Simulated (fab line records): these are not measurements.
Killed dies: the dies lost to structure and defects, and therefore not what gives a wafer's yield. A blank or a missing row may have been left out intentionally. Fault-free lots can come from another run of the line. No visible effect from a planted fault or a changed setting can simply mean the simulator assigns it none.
Which tool did it? + flow sky130 + Sampling: 13 lots, 39 wafers, 4 of 708 route steps

WHAT THE GAUGES READ, wafer by wafer
SKY_LI_CONTACT_BOW_MEAS_03.
| lot  | measured     | on           | LI_CONTACT_BOW (um) |
|------|--------------|--------------|---------------------|
| L214 | day 28 17:53 | filmMetro-04 | 65 55 57            |
| L215 | day 29 05:16 | filmMetro-03 | 57 52 59            |
| L216 | day 29 08:35 | filmMetro-03 | 59 60 57            |
| L217 | day 29 21:23 | filmMetro-04 | 60 47 59            |
| L219 | day 30 08:16 | filmMetro-01 | 68 61 55            |
| L221 | day 31 07:37 | filmMetro-03 | 53 56 53            |
| L228 | day 33 12:14 | filmMetro-01 | 45 55 60            |
| L229 | day 33 19:01 | filmMetro-04 | 53 50 77            |
| L231 | day 34 12:33 | filmMetro-01 | 51 52 55            |
| L232 | day 34 14:56 | filmMetro-04 | 56 69 57            |
| L234 | day 35 07:00 | filmMetro-03 | 53 60 57            |
| L236 | day 35 18:16 | filmMetro-03 | 37 55 56            |
| L237 | day 35 21:16 | filmMetro-04 | 60 55 55            |

SKY_LI_CONTACT_CD_MEAS_12: the cd target is 170 nm.
| lot  | measured     | on       | cdNm (nm)         |
|------|--------------|----------|-------------------|
| L214 | day 29 22:14 | cdSem-02 | 171.1 170.6 169.8 |
| L215 | day 30 08:48 | cdSem-02 | 172.5 171.8 173.1 |
| L216 | day 30 12:00 | cdSem-02 | 168.9 168.1 168.0 |
| L217 | day 31 02:03 | cdSem-01 | 169.2 168.6 169.0 |
| L219 | day 31 13:04 | cdSem-02 | 171.1 170.5 169.7 |
| L221 | day 32 12:20 | cdSem-02 | 169.3 169.2 169.9 |
| L228 | day 34 15:50 | cdSem-01 | 170.2 170.2 170.9 |
| L229 | day 34 22:23 | cdSem-01 | 169.0 167.7 167.2 |
| L231 | day 35 15:54 | cdSem-01 | 169.7 170.5 170.7 |
| L232 | day 35 17:59 | cdSem-01 | 171.8 171.8 175.3 |
| L234 | day 36 09:49 | cdSem-02 | 169.5 169.5 168.6 |
| L236 | day 36 20:50 | cdSem-01 | 169.0 168.3 168.4 |
| L237 | day 36 23:58 | cdSem-02 | 172.8 172.1 174.1 |

WHAT TOOL EACH LOT RAN ON (gives the tool, then ch and the chambers of the sampled wafers, and finally the start)
| lot  | SKY_POLY_CUT_ETCH_10              | SKY_LI_CONTACT_SOFTBAKE_08       |
|------|-----------------------------------|----------------------------------|
| L214 | rieDiel-03 ch 0,2, day 24 22:09   | lithoTrack-01 ch 0, day 29 08:00 |
| L215 | rieDiel-04 ch 0,3, day 25 10:04   | lithoTrack-03 ch 0, day 29 18:00 |
| L216 | rieDiel-04 ch 0,3, day 25 12:55   | lithoTrack-04 ch 0, day 29 22:00 |
| L217 | rieDiel-03 ch 0,2,3, day 26 02:39 | lithoTrack-01 ch 0, day 30 11:00 |
| L219 | rieDiel-01 ch 0,1,3, day 26 14:49 | lithoTrack-04 ch 0, day 30 22:00 |
| L221 | rieDiel-03 ch 1,2, day 27 15:21   | lithoTrack-01 ch 0, day 31 21:00 |
| L228 | rieDiel-03 ch 0,3, day 29 21:34   | lithoTrack-01 ch 0, day 34 01:00 |
| L229 | rieDiel-03 ch 0,1,3, day 30 04:49 | lithoTrack-04 ch 0, day 34 08:00 |
| L231 | rieDiel-04 ch 2,3, day 31 00:09   | lithoTrack-04 ch 0, day 35 01:00 |
| L232 | rieDiel-01 ch 0,1, day 31 02:33   | lithoTrack-03 ch 0, day 35 04:00 |
| L234 | rieDiel-03 ch 0,1,3, day 31 18:09 | lithoTrack-01 ch 0, day 35 20:00 |
| L236 | rieDiel-04 ch 0,3, day 32 07:04   | lithoTrack-01 ch 0, day 36 07:00 |
| L237 | rieDiel-03 ch 0,1,2, day 32 09:16 | lithoTrack-01 ch 0, day 36 10:00 |
- SKY_POLY_CUT_ETCH_10: etches BARC in N2/H2, stops on SiO2, time 45.9 s, target depth 60 nm.
- SKY_LI_CONTACT_SOFTBAKE_08: time 90 s.

WHAT THE TOOLS THEMSELVES READ (means of the sampled wafers that have a number; where no wafer has one, the mark that the record gives instead)
SKY_POLY_CUT_ETCH_10.
| lot  | tool       | biasW (W) | drypumpMotorCurrentA (A) | oesProductAu (a.u.) | throttleValvePct (%) |
|------|------------|-----------|--------------------------|---------------------|----------------------|
| L214 | rieDiel-03 | 100.1     | 5.5                      | 0.858               | 13.230               |
| L215 | rieDiel-04 | 99.6      | 6.2                      | 0.856               | 13.228               |
| L216 | rieDiel-04 | 100.2     | 6.3                      | 0.856               | 13.226               |
| L217 | rieDiel-03 | 99.9      | 5.5                      | 0.854               | 13.219               |
| L219 | rieDiel-01 | 100.2     | 5.9                      | 0.853               | 13.228               |
| L221 | rieDiel-03 | 100.0     | 6.0                      | 0.849               | 13.229               |
| L228 | rieDiel-03 | 100.0     | 5.3                      | 0.856               | 13.240               |
| L229 | rieDiel-03 | 100.3     | 5.5                      | 0.854               | 13.222               |
| L231 | rieDiel-04 | 99.7      | 5.8                      | 0.858               | 13.223               |
| L232 | rieDiel-01 | 100.0     | 6.1                      | 0.856               | 13.228               |
| L234 | rieDiel-03 | 100.0     | 5.5                      | 0.855               | 13.223               |
| L236 | rieDiel-04 | 100.0     | 6.2                      | 0.854               | 13.219               |
| L237 | rieDiel-03 | 99.8      | 5.7                      | 0.857               | 13.218               |

SKY_LI_CONTACT_SOFTBAKE_08.
| lot  | tool          | heaterPowerTotalW (W) | plateTempC (C) |
|------|---------------|-----------------------|----------------|
| L214 | lithoTrack-01 | 57.39                 | 100.08         |
| L215 | lithoTrack-03 | 57.47                 | 100.19         |
| L216 | lithoTrack-04 | 57.34                 | 99.86          |
| L217 | lithoTrack-01 | 57.32                 | 99.99          |
| L219 | lithoTrack-04 | 57.32                 | 99.99          |
| L221 | lithoTrack-01 | 57.28                 | 100.08         |
| L228 | lithoTrack-01 | 57.36                 | 100.11         |
| L229 | lithoTrack-04 | 53.94                 | 95.57          |
| L231 | lithoTrack-04 | 53.82                 | 95.60          |
| L232 | lithoTrack-03 | 57.40                 | 100.07         |
| L234 | lithoTrack-01 | 57.20                 | 99.98          |
| L236 | lithoTrack-01 | 57.36                 | 100.00         |
| L237 | lithoTrack-01 | 57.40                 | 99.96          |

THE ANSWER, worked out from the rows above alone
Rule: what is usual is taken from the lots themselves. The widest of any qualifying gaps counts: lots, ordered by their means at a reading, are off when they make up no more than a third of the lots, leave a main group of 4 or more, and stand apart from it by 3 or more times the standard deviation of that group's means. A main group is skipped when, at the precision printed for the reading in the tables above, its means are all equal. A lot without any number at a reading at which 4 lots or more have one is off too. Where the step has rows for the other lots, those lots are counted as sound. After the gauges, taken in route order, come the tools' own readings; for these a lot's mean is taken, as printed above. The first step at which some lot is off is used, and at that step the reading that is off furthest; a lot without a number counts as furthest.
Off: L229, L231, at SKY_LI_CONTACT_SOFTBAKE_08 (plateTempC). The main group: mean 100.03 C, standard deviation 0.085.
If a tool, at that step or one of the process steps before it, ran each lot that is off and ran no sound lot following the first of them, it fits. One candidate fits, namely lithoTrack-04 at SKY_LI_CONTACT_SOFTBAKE_08. Its last sound lot is L219 (day 30 22:00), its first lot that is off L229 (day 34 08:00): a fault that began between those two fits.
The tool's own readings at SKY_LI_CONTACT_SOFTBAKE_08 bear it out: on the lots that are off they differ by more than 5 times the standard deviation of the sound lots' means. heaterPowerTotalW reads 53.88 W there against 57.35 W on the sound lots; plateTempC reads 95.58 C there against 100.03 C on the sound lots.

WHAT THE SIMULATOR HAD PUT IN
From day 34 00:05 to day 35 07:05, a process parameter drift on lithoTrack-04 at SKY_LI_CONTACT_SOFTBAKE_08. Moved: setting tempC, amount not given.
Struck lots among those shown: L229, L231. This agrees with what the rule above found.
